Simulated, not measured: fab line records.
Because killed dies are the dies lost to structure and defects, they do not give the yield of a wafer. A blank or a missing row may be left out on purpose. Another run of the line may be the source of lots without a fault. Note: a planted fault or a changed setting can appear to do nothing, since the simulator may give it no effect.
Which tool is to blame? ; flow gf180mcu ; 14 lots with 42 wafers sampled at 2 steps, on a route of 602 steps

WHAT EACH GAUGE READ, for each wafer
GF_STI_THK_MEAS_04.
lot;measured;on;STI_CVD_03_THK (nm)
L120;day 1 19:02;filmMetro-01;210.5 212.0 210.8
L121;day 1 23:34;filmMetro-04;211.1 209.1 210.2
L122;day 2 04:35;filmMetro-03;208.8 209.6 207.3
L123;day 2 09:35;filmMetro-01;201.8 201.8 201.5
L124;day 2 16:40;filmMetro-01;207.4 208.5 208.5
L127;day 3 06:34;filmMetro-03;205.7 208.2 205.4
L128;day 3 12:04;filmMetro-03;205.5 205.5 207.0
L129;day 3 15:34;filmMetro-04;207.6 206.4 206.5
L130;day 3 20:34;filmMetro-01;208.4 205.6 208.1
L131;day 4 01:35;filmMetro-03;206.1 207.2 207.9
L135;day 4 21:34;filmMetro-04;203.9 205.6 204.4
L138;day 5 12:44;filmMetro-01;146.9 147.5 147.7
L139;day 5 17:34;filmMetro-04;147.1 148.1 149.0
L140;day 6 00:28;filmMetro-01;204.4 206.5 207.9

WHICH TOOL RAN EACH LOT (tool, then ch and the chambers of the sampled wafers, then the start)
lot;GF_STI_CVD_03
L120;lpcvd-02 ch 0, day 1 17:04
L121;lpcvd-02 ch 0, day 1 21:34
L122;lpcvd-02 ch 1, day 2 02:34
L123;lpcvd-01 ch 0, day 2 07:34
L124;lpcvd-02 ch 0, day 2 14:40
L127;lpcvd-01 ch 1, day 3 03:34
L128;lpcvd-01 ch 0, day 3 10:05
L129;lpcvd-02 ch 0, day 3 13:34
L130;lpcvd-01 ch 0, day 3 18:34
L131;lpcvd-01 ch 0, day 3 23:34
L135;lpcvd-02 ch 0, day 4 19:34
L138;lpcvd-02 ch 1, day 5 10:44
L139;lpcvd-02 ch 1, day 5 15:34
L140;lpcvd-01 ch 1, day 5 21:27
- GF_STI_CVD_03: deposits Si3N4 from DCS/NH3, target thk 207.16 nm, time 3551 s.

WHAT THE TOOLS THEMSELVES READ (means of the sampled wafers that have a number; where no wafer has one, the mark that the record gives instead)
GF_STI_CVD_03.
lot;tool;spikeTcBottomC (C);spikeTcCentreC (C);spikeTcLowerC (C);spikeTcTopC (C);spikeTcUpperC (C);susceptorTempC (C);zonePowerUpperPct (%)
L120;lpcvd-02;789.4;769.5;769.3;781;770.0;770.1;13.7
L121;lpcvd-02;789.8;771.0;770.3;781;769.9;769.9;13.7
L122;lpcvd-02;789.4;771.0;768.9;786;770.3;770.3;10.5
L123;lpcvd-01;793.1;772.2;770.2;789;769.8;769.6;13.4
L124;lpcvd-02;789.1;772.5;769.2;781;769.2;770.1;13.8
L127;lpcvd-01;785.9;768.9;770.8;789;771.4;770.2;10.5
L128;lpcvd-01;794.4;772.0;770.1;789;769.6;770.3;13.6
L129;lpcvd-02;790.7;771.8;768.2;780;769.3;770.0;13.7
L130;lpcvd-01;794.7;771.8;769.7;789;770.4;770.3;13.4
L131;lpcvd-01;793.1;771.8;769.4;789;769.8;769.8;13.3
L135;lpcvd-02;790.1;770.7;769.5;780;769.4;769.6;13.6
L138;lpcvd-02;771.2;754.0;753.1;769;753.3;752.4;10.0
L139;lpcvd-02;771.4;754.8;752.4;769;752.9;753.1;10.0
L140;lpcvd-01;786.8;769.5;771.2;790;772.3;770.0;10.5

THE ANSWER, worked out from the rows above alone
Rule: the lots themselves supply what counts as usual. The widest of any qualifying gaps counts: lots, ordered by their means at a reading, are off when they make up no more than a third of the lots, leave a main group of 4 or more, and stand apart from it by 3 or more times the standard deviation of that group's means. A main group whose means are all the same, to the digits that the tables above print for the reading, isn't used. A lot without any number at a reading at which 4 lots or more have one is off too. All remaining lots with rows at the step are treated as sound. After the gauges, taken in route order, come the tools' own readings; for these a lot's mean is taken, as printed above. At the first step where some lot is off, the reading lying furthest off is the one used; lots without a number count as furthest.
Off: L138, L139, seen at GF_STI_THK_MEAS_04 (STI_CVD_03_THK). The main group: mean 207.0 nm, standard deviation 2.3.
If a tool, at a process step before that reading, ran all the lots that are off and no sound lot after the first of them, it fits. The gauges at GF_STI_THK_MEAS_04 aren't tried: what is off there is off at GF_STI_CVD_03 too, on other tools, and a gauge's error can't cause that. One fits: GF_STI_CVD_03 on lpcvd-02. A fault onset in the window from L135 (day 4 19:34, its last sound lot) to L138 (day 5 10:44, its first lot off) fits.
The tool's own readings at GF_STI_CVD_03 bear it out: on the lots that are off they differ by more than 5 times the standard deviation of the sound lots' means. spikeTcBottomC reads 771.3 C there against 790.5 C on the sound lots; spikeTcCentreC reads 754.4 C there against 771.1 C on the sound lots; spikeTcLowerC reads 752.8 C there against 769.7 C on the sound lots; spikeTcUpperC reads 753.1 C there against 770.1 C on the sound lots; susceptorTempC reads 752.8 C there against 770.0 C on the sound lots.

WHAT WAS PUT IN BY THE SIMULATOR
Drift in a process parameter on lpcvd-02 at GF_STI_CVD_03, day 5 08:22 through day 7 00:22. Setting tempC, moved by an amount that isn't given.
Lots struck among those shown: L138, L139. The rule given above showed the same thing.
